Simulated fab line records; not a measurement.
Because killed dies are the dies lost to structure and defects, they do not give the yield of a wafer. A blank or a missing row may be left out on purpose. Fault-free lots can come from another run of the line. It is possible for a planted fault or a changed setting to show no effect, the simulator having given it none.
Which tool did it? | flow sky130 | 33 wafers from 11 lots sampled at 3 of the route's 708 steps

== WHAT THE GAUGES READ, wafer by wafer ==
SKY_PWDE_OVL_MEAS_07. Usual: PWDE_OVL 0.1 nm, standard deviation 1.4.
lot  | measured    | on         | PWDE_OVL (nm)  | flag
L831 | day 4 09:46 | overlay-02 | 0.7 1.9 3.1    |
L832 | day 4 09:04 | overlay-02 | 1.4 1.0 0.3    |
L833 | day 4 14:28 | overlay-01 | -1.2 -0.2 -0.5 |
L834 | day 4 14:07 | overlay-02 | -3.0 -1.6 -2.5 |
L836 | day 4 23:28 | overlay-01 | -1.6 -1.6 0.1  |
L846 | day 8 00:52 | overlay-02 | -0.1 -0.4 -1.8 |
L851 | day 8 15:04 | overlay-01 | 0.2 0.2 -0.3   |
L852 | day 9 03:18 | overlay-02 | 0.2 -0.5 -2.0  |
L854 | day 9 13:00 | overlay-01 | 2.3 1.6 3.2    |

== WHAT TOOL EACH LOT RAN ON (gives the tool, then ch and the chambers of the sampled wafers, and finally the start) ==
lot  | SKY_FIELD_ISO_ETCH_15             | SKY_FIELD_ISO_STRIP_16
L831 | rie_diel-03 ch 0,2,3, day 2 09:32 | plasma_asher-02 ch 0,1, day 2 09:37
L832 | rie_diel-01 ch 0,2,3, day 2 10:13 | plasma_asher-03 ch 0,1, day 2 10:16
L833 | rie_diel-01 ch 0,1,3, day 2 22:26 | plasma_asher-02 ch 0,1, day 2 22:29
L834 | rie_diel-04 ch 0,1, day 2 22:37   | plasma_asher-03 ch 0,1, day 2 22:40
L836 | rie_diel-01 ch 0,1,3, day 3 06:10 | plasma_asher-03 ch 0,1, day 3 06:17
L843 | rie_diel-01 ch 0,2, day 4 18:37   | plasma_asher-03 ch 0,1, day 4 18:40
L844 | rie_diel-01 ch 0,1,2, day 5 03:16 | plasma_asher-02 ch 0,1, day 5 03:20
L846 | rie_diel-03 ch 0,1,3, day 5 12:46 | plasma_asher-03 ch 0,1, day 5 12:50
L851 | rie_diel-04 ch 0,3, day 6 14:35   | plasma_asher-03 ch 0,1, day 6 14:38
L852 | rie_diel-03 ch 1,3, day 7 03:22   | plasma_asher-02 ch 0,1, day 7 03:28
L854 | rie_diel-03 ch 1,3, day 7 08:40   | plasma_asher-03 ch 0,1, day 7 08:43
- SKY_FIELD_ISO_ETCH_15: etches the open film in CHF3/O2, stops on Si, target depth 180 nm, time 72 s.
- SKY_FIELD_ISO_STRIP_16: strips in O2/N2.

== AS READ BY THE TOOLS THEMSELVES (means over the sampled wafers that have a number; for cases with no such wafer, the mark the record gives instead) ==
SKY_FIELD_ISO_ETCH_15. Usual: drypump_motor_current_A 5.4 A, standard deviation 0.41; oes_product_au 0.946 a.u., standard deviation 0.0064; run_length_s 100.4 s, standard deviation 0.37; throttle_valve_pct 8.844 %, standard deviation 0.0088.
lot  | tool        | drypump_motor_current_A (A) | oes_product_au (a.u.) | run_length_s (s) | throttle_valve_pct (%) | flag
L831 | rie_diel-03 | 5.5                         | 0.935                 | 100.5            | 8.838                  |
L832 | rie_diel-01 | 5.4                         | 0.940                 | 100.3            | 8.838                  |
L833 | rie_diel-01 | 5.6                         | 0.944                 | 100.4            | 8.838                  |
L834 | rie_diel-04 | 5.3                         | 0.946                 | 100.4            | 8.840                  |
L836 | rie_diel-01 | 5.6                         | 0.948                 | 100.4            | 8.846                  |
L843 | rie_diel-01 | 5.1                         | 0.993                 | 84.9             | 8.858                  | OFF
L844 | rie_diel-01 | 5.2                         | 1.005                 | 85.2             | 8.869                  | OFF
L846 | rie_diel-03 | 5.3                         | 0.951                 | 100.3            | 8.846                  |
L851 | rie_diel-04 | 5.6                         | 0.947                 | 100.5            | 8.841                  |
L852 | rie_diel-03 | 5.0                         | 0.951                 | 100.6            | 8.846                  |
L854 | rie_diel-03 | 5.4                         | 0.951                 | 100.9            | 8.841                  |

SKY_FIELD_ISO_STRIP_16. Usual: drypump_motor_current_A 5.6 A, standard deviation 0.46; oes_product_au 0.378 a.u., standard deviation 0.0046; strip_time_to_endpoint_s 3.56 s, standard deviation 0.039.
lot  | tool            | drypump_motor_current_A (A) | oes_product_au (a.u.) | strip_time_to_endpoint_s (s) | flag
L831 | plasma_asher-02 | 5.8                         | 0.382                 | 3.59                         |
L832 | plasma_asher-03 | 5.3                         | 0.376                 | 3.54                         |
L833 | plasma_asher-02 | 5.8                         | 0.377                 | 3.54                         |
L834 | plasma_asher-03 | 5.6                         | 0.380                 | 3.59                         |
L836 | plasma_asher-03 | 5.7                         | 0.377                 | 3.58                         |
L843 | plasma_asher-03 | 5.7                         | 0.395                 | 3.94                         | OFF
L844 | plasma_asher-02 | 5.6                         | 0.397                 | 3.87                         | OFF
L846 | plasma_asher-03 | 5.3                         | 0.381                 | 3.60                         |
L851 | plasma_asher-03 | 5.3                         | 0.370                 | 3.54                         |
L852 | plasma_asher-02 | 5.6                         | 0.376                 | 3.60                         |
L854 | plasma_asher-03 | 5.7                         | 0.379                 | 3.59                         |

== THE ANSWER, worked out from the rows above alone ==
Rule: a lot is off if the mean of its wafers that have a number lies more than 3 standard deviations from the usual mean. A lot without any number at a reading at which 4 lots or more have one is off too. Where the step has rows for the other lots, those lots are counted as sound. After the gauges, taken in route order, come the tools' own readings; for these a lot's mean is taken, as printed above. The first step at which some lot is off is used, and at that step the reading that is off furthest; a lot without a number counts as furthest.
Off at SKY_FIELD_ISO_ETCH_15 (run_length_s): L843, L844.
A tool fits if, at that step or a process step before it, it ran every lot that is off, and no sound lot after the first of them. One candidate fits, namely rie_diel-01 at SKY_FIELD_ISO_ETCH_15. Its last sound lot is L836 (day 3 06:10), its first lot that is off L843 (day 4 18:37): a fault that began between those two fits.
The tool's own readings at SKY_FIELD_ISO_ETCH_15 bear it out: on the lots that are off they differ by more than 5 times the standard deviation of the sound lots' means. oes_product_au reads 0.999 a.u. there against 0.946 a.u. on the sound lots; run_length_s reads 85.1 s there against 100.5 s on the sound lots; throttle_valve_pct reads 8.864 % there against 8.842 % on the sound lots.

== WHAT HAD BEEN PUT IN BY THE SIMULATOR ==
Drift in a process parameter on rie_diel-01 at SKY_FIELD_ISO_ETCH_15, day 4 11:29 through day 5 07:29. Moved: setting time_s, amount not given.
Lots struck among those shown: L843, L844. The same result came from the rule above.
